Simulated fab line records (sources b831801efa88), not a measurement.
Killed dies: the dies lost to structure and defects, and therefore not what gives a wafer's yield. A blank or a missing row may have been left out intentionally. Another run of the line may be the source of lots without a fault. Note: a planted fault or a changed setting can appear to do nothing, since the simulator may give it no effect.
fab line records	flow sky130
record lots=12	wafers=36	last_day=50
route steps=708 shown VIA3@594 VIA4@650 PAD_OPEN@701
lots that met no fault: taken from a fault-free run of the same line
start_h: hours from the record's opening day to when the first of the lot's shown wafers began	wait_h: hours since the lot's step before	" the same as in the row above	L1.1+2: one row covering several wafers at once	- either no value or no given start	* or withheld: withheld	< > ~ a bound
route shown NAME@n: a module of which the file shows steps, and the number in the route of the first	usual: the fault-free wafers' mean and standard deviation	same: alike in all rows	chamber/n: place in a boat	sites: per-site readings	_std_site: standard deviation of those values	_edge_site: inner sites' mean taken away from outer sites' mean	radius_mm: how far each site lies from the wafer's centre	mask NAME#n: copy n	behind: the most recent tool/chamber to have shaped the wafer	hold: the reason the lot was held/the length of the hold in hours/how it ended	device: the n, p or np transistor that did not switch	end of line: tests run on the same wafers once the route is complete	step lacking rows: just its recipe	killed: count of dies lost to structure and defects at first sort (not the wafer's yield)	map: the dies of a wafer, with x for killed, . for not killed, _ for no die there
set.NAME: the setting as run; set.NAME@STEP: as run at that earlier step	model.NAME: the simulator's own value behind a step, which no gauge read
route steps across a sampled set of lots; one table per step, one row per wafer
services: the hour from which a tool's chamber was out of use, counted from the record's first day as start_h (under 0 if before that day), plus the number of hours and why
## steps
# step SKY_VIA3_CVD_21
# recipe material=W	target_thk_nm=390	time_s=117.31	temp_c=400	pressure_torr=40
# usual heater_power_w=884/41
lot.wafer	tool	chamber	start_h	wait_h	heater_power_w
L762.1	cvd_w-01	0	926.09	0.0	864
L762.5	"	1	"	"	929
L762.6	"	0	"	"	867
L763.3	cvd_w-01	1	935.90	0.1	938
L763.4	"	0	"	"	842
L763.5	"	0	"	"	827
L764.3	cvd_w-01	1	940.53	0.1	911
L764.4	"	0	"	"	835
L764.6	"	1	"	"	908
L765.1	cvd_w-01	0	947.19	0.0	831
L765.2	"	1	"	"	940
L765.3	"	0	"	"	830
L774.2	cvd_w-01	0	1024.43	0.0	835
L774.5	"	1	"	"	933
L774.6	"	0	"	"	850
L775.2	cvd_w-01	1	1027.88	0.0	919
L775.3	"	0	"	"	841
L775.6	"	1	"	"	942
L776.2	cvd_w-01	0	1039.02	0.0	833
L776.5	"	1	"	"	934
L776.6	"	0	"	"	809
L779.2	cvd_w-01	0	1041.13	0.0	839
L779.4	"	1	"	"	943
L779.5	"	1	"	"	941
L777.2	cvd_w-02	1	1043.73	0.0	915
L777.3	"	1	"	"	891
L777.5	"	1	"	"	895
L778.2	cvd_w-01	1	1044.78	0.0	951
L778.4	"	0	"	"	848
L778.5	"	1	"	"	914
L780.1	cvd_w-01	1	1047.75	0.0	944
L780.2	"	0	"	"	839
L780.4	"	0	"	"	844
L783.1	cvd_w-02	1	1068.76	0.0	898
L783.2	"	0	"	"	874
L783.5	"	1	"	"	886
# step SKY_VIA4_OVL_MEAS_11
# usual VIA4_OVL=-0.6/1.1
lot.wafer	tool	chamber	start_h	wait_h	VIA4_OVL[nm]
L762.1	overlay-01	-	999.53	0.1	-0.1
L762.5	"	-	"	"	-0.4
L762.6	"	-	"	"	1.0
L763.3	overlay-01	-	1009.13	0.1	-0.4
L763.4	"	-	"	"	0.5
L763.5	"	-	"	"	0.8
L764.3	overlay-02	-	1012.67	0.1	-1.8
L764.4	"	-	"	"	-1.3
L764.6	"	-	"	"	-1.0
L765.1	overlay-02	-	1019.11	0.1	-1.1
L765.2	"	-	"	"	-1.3
L765.3	"	-	"	"	0.0
L774.2	overlay-01	-	1091.33	0.1	-0.9
L774.5	"	-	"	"	-1.1
L774.6	"	-	"	"	-2.4
L775.2	overlay-01	-	1094.33	0.1	0.9
L775.3	"	-	"	"	-1.1
L775.6	"	-	"	"	0.1
L776.2	overlay-01	-	1105.07	0.1	-1.9
L776.5	"	-	"	"	-2.0
L776.6	"	-	"	"	-1.5
L779.2	overlay-02	-	1106.59	0.1	0.8
L779.4	"	-	"	"	-0.5
L779.5	"	-	"	"	-0.1
L777.2	overlay-01	-	1108.57	0.1	-1.5
L777.3	"	-	"	"	0.0
L777.5	"	-	"	"	-1.1
L778.2	overlay-02	-	1110.44	0.1	-0.5
L778.4	"	-	"	"	1.6
L778.5	"	-	"	"	0.3
L780.1	overlay-01	-	1111.82	0.1	1.0
L780.2	"	-	"	"	1.4
L780.4	"	-	"	"	0.8
L783.1	overlay-02	-	1131.18	0.1	-2.4
L783.2	"	-	"	"	-3.1
L783.5	"	-	"	"	-1.9
# step SKY_VIA4_ETCH_12
# recipe target=SiO2	chemistry=C4F8/O2/Ar	stop_on=TiN	mask_material=NOVOLAK	source_w=1500	bias_w=1200	pressure_mtorr=40	c4f8_flow_sccm=withheld	O2_flow_sccm=6	Ar_flow_sccm=300	time_s=withheld	target_depth_a=5800
# usual oes_product_au=0.925/0.0046	rf_fwd_power_W=1491/4.9
lot.wafer	tool	chamber	start_h	wait_h	oes_product_au	rf_fwd_power_W
L762.1	rie_diel-04	0	999.57	0.0	0.925	1494
L762.5	"	0	"	"	0.926	1495
L762.6	"	1	"	"	0.918	1484
L763.3	rie_diel-04	2	1009.16	0.0	0.927	1485
L763.4	"	3	"	"	0.927	1490
L763.5	"	1	"	"	0.935	1494
L764.3	rie_diel-03	2	1012.70	0.0	0.920	1492
L764.4	"	3	"	"	0.927	1492
L764.6	"	3	"	"	0.922	1497
L765.1	rie_diel-04	2	1019.15	0.0	0.932	1491
L765.2	"	1	"	"	0.930	1484
L765.3	"	0	"	"	0.917	1501
L774.2	rie_diel-04	1	1091.36	0.0	0.920	1492
L774.5	"	0	"	"	0.924	1488
L774.6	"	1	"	"	0.924	1490
L775.2	rie_diel-04	0	1094.36	0.0	0.931	1495
L775.3	"	1	"	"	0.933	1487
L775.6	"	3	"	"	0.914	1490
L776.2	rie_diel-02	3	1105.10	0.0	0.923	1490
L776.5	"	1	"	"	0.921	1484
L776.6	"	2	"	"	0.920	1495
L779.2	rie_diel-02	0	1106.62	0.0	0.932	1492
L779.4	"	2	"	"	0.919	1490
L779.5	"	1	"	"	0.928	1496
L777.2	rie_diel-02	0	1108.60	0.0	0.928	1490
L777.3	"	2	"	"	0.926	1489
L777.5	"	1	"	"	0.926	1487
L778.2	rie_diel-02	3	1110.47	0.0	0.924	1501
L778.4	"	2	"	"	0.930	1495
L778.5	"	3	"	"	0.922	1497
L780.1	rie_diel-02	1	1111.86	0.0	0.918	1493
L780.2	"	0	"	"	0.923	1482
L780.4	"	3	"	"	0.932	1490
L783.1	rie_diel-04	2	1131.22	0.0	0.930	1487
L783.2	"	3	"	"	0.920	1498
L783.5	"	1	"	"	0.930	1492
# step SKY_PAD_OPEN_ETCH_07
# recipe chemistry=CF4/O2	target_depth_nm=725	stop_on=AlCu	source_w=800	bias_w=150	pressure_mtorr=150	cf4_flow_sccm=80	O2_flow_sccm=10	time_s=161.1
# usual drypump_motor_current_A=5.7/0.46	oes_product_au=0.975/0.0072	rf_fwd_power_W=797.1/2.3	throttle_valve_pct=5.964/0.0093
lot.wafer	tool	chamber	start_h	wait_h	drypump_motor_current_A	oes_product_au	rf_fwd_power_W	rf_hours_counter_h	throttle_valve_pct
L762.1	rie_diel-04	1	1068.91	-	5.9	0.967	797.2	7	5.970
L762.5	"	1	"	"	5.9	0.964	794.6	-	5.951
L762.6	"	2	"	"	5.9	0.974	796.8	-	5.958
L763.3	rie_diel-01	1	1078.96	-	5.3	0.978	798.0	23	5.976
L763.4	"	3	"	"	5.0	0.987	799.7	25	5.974
L763.5	"	1	"	"	5.4	0.979	797.9	-	5.960
L764.3	rie_diel-01	2	1081.47	-	5.4	0.975	793.5	15	5.964
L764.4	"	3	"	"	5.1	0.976	797.4	25	5.967
L764.6	"	3	"	"	5.1	0.983	796.5	-	5.970
L765.1	rie_diel-04	0	1086.92	-	6.4	0.966	800.9	20	5.947
L765.2	"	3	"	"	5.7	0.977	796.3	8	5.955
L765.3	"	1	"	"	5.9	0.976	798.0	8	5.980
L774.2	rie_diel-01	2	1150.82	-	5.4	0.983	797.1	18	5.972
L774.5	"	2	"	"	5.4	0.979	798.3	-	5.973
L774.6	"	1	"	"	5.3	0.987	797.9	-	5.968
L775.2	rie_diel-03	2	1153.91	-	6.2	0.965	798.9	29	5.965
L775.3	"	0	"	"	5.1	0.982	795.9	22	5.975
L775.6	"	0	"	"	5.1	0.978	793.8	-	5.954
L776.2	rie_diel-01	0	1163.97	-	6.4	0.965	795.5	26	5.956
L776.5	"	1	"	"	5.3	0.970	803.0	-	5.961
L776.6	"	0	"	"	6.4	0.969	799.6	-	5.966
L779.2	rie_diel-04	0	1165.67	-	6.5	0.973	799.4	23	5.954
L779.4	"	1	"	"	5.9	0.968	794.3	10	5.965
L779.5	"	1	"	"	5.9	0.968	792.0	-	5.966
L777.2	rie_diel-01	1	1166.37	-	5.4	0.969	797.6	26	5.979
L777.3	"	3	"	"	5.1	0.973	792.7	28	5.968
L777.5	"	1	"	"	5.4	0.970	798.1	-	5.973
L778.2	rie_diel-01	1	1169.02	-	5.3	0.978	798.5	26	5.945
L778.4	"	2	"	"	5.4	0.978	795.1	19	5.971
L778.5	"	0	"	"	6.4	0.965	796.6	-	5.963
L780.1	rie_diel-01	1	1170.07	-	5.3	0.978	798.8	26	5.960
L780.2	"	0	"	"	6.4	0.963	797.7	27	5.959
L780.4	"	3	"	"	5.0	0.980	798.0	28	5.980
L783.1	rie_diel-01	3	1185.51	-	5.0	0.978	794.5	29	5.960
L783.2	"	2	"	"	5.4	0.976	799.8	19	5.956
L783.5	"	2	"	"	5.4	0.988	800.8	-	5.974
# step SKY_PAD_OPEN_PROBE_99
# usual defect_limited_yield=82.3/2	killed_at_M0_to_M3=44/7.1	killed_at_M4_up=3.3/1.8	killed_at_contacts=24/5.1	killed_at_front_end=16/4.7	killed_at_other=0.3/0.52	killed_dies=87/9.7	killed_open=47/6.8	killed_short=39/6.7	sort_bin_3_pad_short=0.9/0.43	sort_bin_5_function=10.4/1.4	sort_bin_6_memory=6.4/1.2	sort_n_pass=405/9.7	sort_yield_pct=82.3/2
# same gross_dies=492	killed_at_back_side=0	sort_bin_4_leakage[%]=0	sort_bin_8_speed[%]=0
lot.wafer	tool	chamber	start_h	wait_h	defect_limited_yield[%]	killed_at_M0_to_M3	killed_at_M4_up	killed_at_contacts	killed_at_front_end	killed_at_other	killed_dies	killed_open	killed_short	sort_bin_3_pad_short[%]	sort_bin_5_function[%]	sort_bin_6_memory[%]	sort_n_pass	sort_yield_pct[%]
L764.3	prober-02	-	1083.95	0.2	76.8	75	5	20	14	0	114	41	43	1.4	14.6	7.1	378	76.8
L764.4	prober-02	-	1084.00	0.2	83.3	41	2	22	17	0	82	45	37	0.4	10.2	6.1	410	83.3
L764.6	prober-02	-	1084.10	0.2	76.8	79	3	18	14	0	114	43	44	1.4	16.7	5.1	378	76.8
L765.1	prober-01	-	1089.24	0.1	84.3	45	5	15	12	0	77	42	35	1.0	8.7	5.9	415	84.3
L765.2	prober-01	-	1089.29	0.1	76.8	72	3	32	7	0	114	45	42	1.4	14.2	7.5	378	76.8
L765.3	prober-01	-	1089.34	0.2	83.1	42	0	23	18	0	83	47	36	0.8	8.3	7.7	409	83.1
L774.2	prober-01	-	1153.22	0.1	78.5	56	5	27	17	1	106	57	49	1.0	11.4	9.1	386	78.5
L774.5	prober-01	-	1153.37	0.2	78.9	63	4	18	18	1	104	55	49	1.0	11.8	8.3	388	78.9
L774.6	prober-01	-	1153.42	0.2	83.3	40	2	29	10	1	82	45	37	1.0	8.7	6.9	410	83.3
# killed by level:class
L764.3 VIA3:unspecified=30 VIA1:geometric_particle:open=11 CONTACT:geometric_particle:open=8 POLY_GATE:geometric_particle:short=6 METAL2:geometric_particle:short=6 LI_CONTACT:geometric_particle:open=6 VIA3:geometric_particle:short=6 METAL1:geometric_particle:short=5
L764.4 CONTACT:geometric_particle:open=9 VIA3:geometric_particle:open=7 VIA1:geometric_particle:open=6 METAL2:geometric_particle:short=6 FIELD_ISO:geometric_particle:short=5 POLY_GATE:geometric_particle:short=5 LI_CONTACT:geometric_particle:open=5 VIA2:geometric_particle:open=5
L764.6 VIA3:unspecified=27 VIA2:geometric_particle:open=11 METAL2:geometric_particle:short=10 LI_CONTACT:geometric_particle:open=6 VIA2:geometric_particle:short=6 FIELD_ISO:geometric_particle:open=5 VIA3:geometric_particle:open=5 CONTACT:geometric_particle:open=5
L765.1 VIA1:geometric_particle:open=13 METAL2:geometric_particle:short=9 VIA3:geometric_particle:open=6 CONTACT:geometric_particle:open=5 VIA3:geometric_particle:short=5 FIELD_ISO:geometric_particle:short=4 FIELD_ISO:geometric_particle:open=4 LOCAL_INTERCONNECT:geometric_particle:short=4
L765.2 VIA3:unspecified=26 CONTACT:geometric_particle:open=11 VIA1:geometric_particle:open=10 METAL1:geometric_particle:short=9 VIA3:geometric_particle:open=7 LI_CONTACT:geometric_particle:open=5 LOCAL_INTERCONNECT:geometric_particle:short=5 CONTACT:geometric_particle:short=5
L765.3 VIA1:geometric_particle:open=10 FIELD_ISO:geometric_particle:open=7 VIA2:geometric_particle:open=7 LI_CONTACT:geometric_particle:open=6 VIA3:geometric_particle:open=6 CONTACT:geometric_particle:short=6 CONTACT:geometric_particle:open=6 LOCAL_INTERCONNECT:geometric_particle:short=5
L774.2 CONTACT:geometric_particle:open=12 METAL2:geometric_particle:short=12 VIA1:geometric_particle:open=10 LI_CONTACT:geometric_particle:open=6 METAL1:geometric_particle:short=6 VIA3:geometric_particle:open=6 FIELD_ISO:geometric_particle:open=5 POLY_GATE:geometric_particle:open=5
L774.5 VIA1:geometric_particle:open=21 VIA2:geometric_particle:open=9 VIA1:geometric_particle:short=8 METAL2:geometric_particle:short=8 METAL1:geometric_particle:short=7 POLY_GATE:geometric_particle:short=5 LI_CONTACT:geometric_particle:open=5 POLY_GATE:geometric_particle:open=4
L774.6 VIA1:geometric_particle:open=13 CONTACT:geometric_particle:open=10 CONTACT:geometric_particle:short=8 METAL2:geometric_particle:short=6 LI_CONTACT:geometric_particle:open=5 VIA3:geometric_particle:open=4 LOCAL_INTERCONNECT:geometric_particle:short=4 VIA1:geometric_particle:short=4
## services
tool	chamber	start_h	hours	kind
cvd_w-02	-	904.00	14.0	pm
rie_diel-01	3	917.72	3.3	repair
rie_diel-04	1	921.61	5.1	repair
rie_diel-01	2	960.98	3.5	repair
rie_diel-03	0	967.95	10.4	repair
rie_diel-03	1	971.55	3.3	repair
cvd_w-01	-	978.08	2.8	pm
rie_diel-04	3	978.75	7.2	repair
rie_diel-03	-	979.48	4.3	pm
rie_diel-01	3	994.35	7.9	repair
cvd_w-02	0	1016.21	4.2	repair
cvd_w-01	-	1020.99	1.5	repair
rie_diel-02	-	1048.82	0.4	repair
cvd_w-01	-	1049.35	6.0	pm
cvd_w-01	1	1055.87	12.7	repair
rie_diel-01	2	1064.35	8.5	repair
rie_diel-02	3	1072.79	10.4	repair
rie_diel-04	-	1082.02	0.7	repair
rie_diel-01	-	1089.88	2.1	repair
rie_diel-03	2	1090.04	1.8	repair
rie_diel-02	-	1091.37	2.8	pm
rie_diel-04	1	1102.83	7.5	repair
rie_diel-04	1	1137.32	2.3	repair
rie_diel-02	3	1143.91	5.5	repair
## key
first_sign step=SKY_PAD_OPEN_PROBE_99	reading=killed_at_M0_to_M3	direction=up	sigmas=4.4	usual=44	struck=75
effect step=SKY_PAD_OPEN_PROBE_99	reading=sort_bin_5_function	direction=up	sigmas=3.5	usual=10.4	struck=15.2
met_at SKY_VIA3_CVD_21
struck_lots L764,L765
struck_wafers L764.3,L764.6,L765.2
not_acting_at SKY_VIA4_OVL_MEAS_11,SKY_VIA4_ETCH_12,SKY_PAD_OPEN_ETCH_07
onset_between 935.90 940.53
fault kind=chamber_particle_source	tool=cvd_w-01	chamber=1	onset_h=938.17	steps=SKY_VIA3_CVD_21	rate_per_visit_cm2=0.37667	end_h=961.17
